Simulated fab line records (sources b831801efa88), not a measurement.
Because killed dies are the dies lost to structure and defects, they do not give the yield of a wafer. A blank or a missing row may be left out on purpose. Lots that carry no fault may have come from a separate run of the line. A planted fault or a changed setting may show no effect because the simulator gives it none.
Problem report in the 8D (eight disciplines) form, filled by code || flow sky130 || the parts of the form that need people (team, actions taken, sign-off) are left out

1. PROBLEM STATEMENT
killed_at_M4_up at SKY_PAD_OPEN_PROBE_99 reads a mean of 47.3 on 3 wafers of 1 lot; wafers without a fault read 3.2 with a standard deviation of 1.6. That puts it +28 standard deviations away from the usual mean.
First seen on wafer L883.1, day 49 08:16, on prober-02. The record holds 3 wafers of 1 lot with a number at this step. Rule for "out", or "out of limits": more than 4 standard deviations from the usual mean. The rest of the wafers with a number are treated as sound.

2. WHAT THIS IS AND IS NOT
{"question": "which readings at this step", "is": "killed_at_M4_up", "is not": "killed_at_M0_to_M3, killed_at_front_end, killed_at_other, killed_open, killed_short, sort_bin_6_memory"}
{"question": "which lots", "is": "L883", "is not": "-"}
{"question": "which wafers of those lots", "is": "all that have a number", "is not": "-"}
{"question": "read on which tools", "is": "prober-02", "is not": "-"}
{"question": "when", "is": "from day 49 08:16", "is not": "up to then (0 sound wafers)"}

3. SUSPECTS, AND WHAT RULES EACH OUT
Counting: a tool at a process step up to the reading stays a suspect if it ran every lot that is out and no sound lot after the first of them.
- wet_bench-01 at SKY_METAL5_STRIP_17 (strips in post etch residue remover, time 1200 s): kept. It ran the lot that is out, L883 (day 47 17:15), and no sound lot after that.
- prober-02 at SKY_PAD_OPEN_PROBE_99: kept. It ran the lot that is out, L883 (day 49 08:16), and no sound lot after that. On those wafers its own readings are out: killed_at_M4_up.
What counting leaves: wet_bench-01 at SKY_METAL5_STRIP_17 and prober-02 at SKY_PAD_OPEN_PROBE_99.

4. THE CAUSE (what the simulator had put in)
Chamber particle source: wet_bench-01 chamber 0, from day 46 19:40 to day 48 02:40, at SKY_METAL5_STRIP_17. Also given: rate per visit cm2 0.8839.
Counting leaves 2 suspects; this tool is one of them.

5. THE EFFECT CHAIN, in route order
Rows list readings where the struck wafers' mean (over those with a number) sits beyond 3 standard deviations from the usual. Readings are gone through only where the record gives a usual standard deviation; hours: the median, over the lots, of the time from a lot's start at the first step in this table giving one to that lot's start at this step; sigmas: the change measured in usual standard deviations.
{"hours": 0, "step": "SKY_PAD_OPEN_PROBE_99", "reading": "defect_limited_yield", "usual": "82.6 %", "on struck wafers": 73.6, "change": -9.0, "sigmas": -4.7}
{"hours": 0, "step": "SKY_PAD_OPEN_PROBE_99", "reading": "killed_at_M4_up", "usual": 3.2, "on struck wafers": 47.3, "change": "+44.1", "sigmas": "+28"}
{"hours": 0, "step": "SKY_PAD_OPEN_PROBE_99", "reading": "killed_dies", "usual": 86, "on struck wafers": 130, "change": "+44", "sigmas": "+4.6"}
{"hours": 0, "step": "SKY_PAD_OPEN_PROBE_99", "reading": "sort_bin_3_pad_short", "usual": "0.9 %", "on struck wafers": 2.6, "change": "+1.7", "sigmas": "+3.9"}
{"hours": 0, "step": "SKY_PAD_OPEN_PROBE_99", "reading": "sort_bin_5_function", "usual": "10.5 %", "on struck wafers": 17.1, "change": "+6.6", "sigmas": "+4.7"}
{"hours": 0, "step": "SKY_PAD_OPEN_PROBE_99", "reading": "sort_n_pass", "usual": 406, "on struck wafers": 362, "change": -44, "sigmas": -4.6}
{"hours": 0, "step": "SKY_PAD_OPEN_PROBE_99", "reading": "sort_yield_pct", "usual": "82.6 %", "on struck wafers": 73.6, "change": -9.0, "sigmas": -4.7}
Here are the process steps it includes:
- SKY_PAD_OPEN_PROBE_99

6. HOW IT WOULD HAVE BEEN CAUGHT EARLIER
First out-of-limits reading in this record: day 49 08:16, which is 61 hours after fault onset at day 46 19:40.
By day 49 08:16 the whole set of lots that are out, 1 in number, had already begun SKY_METAL5_STRIP_17 on wet_bench-01. None of them would have been spared by holding the tool at that moment.
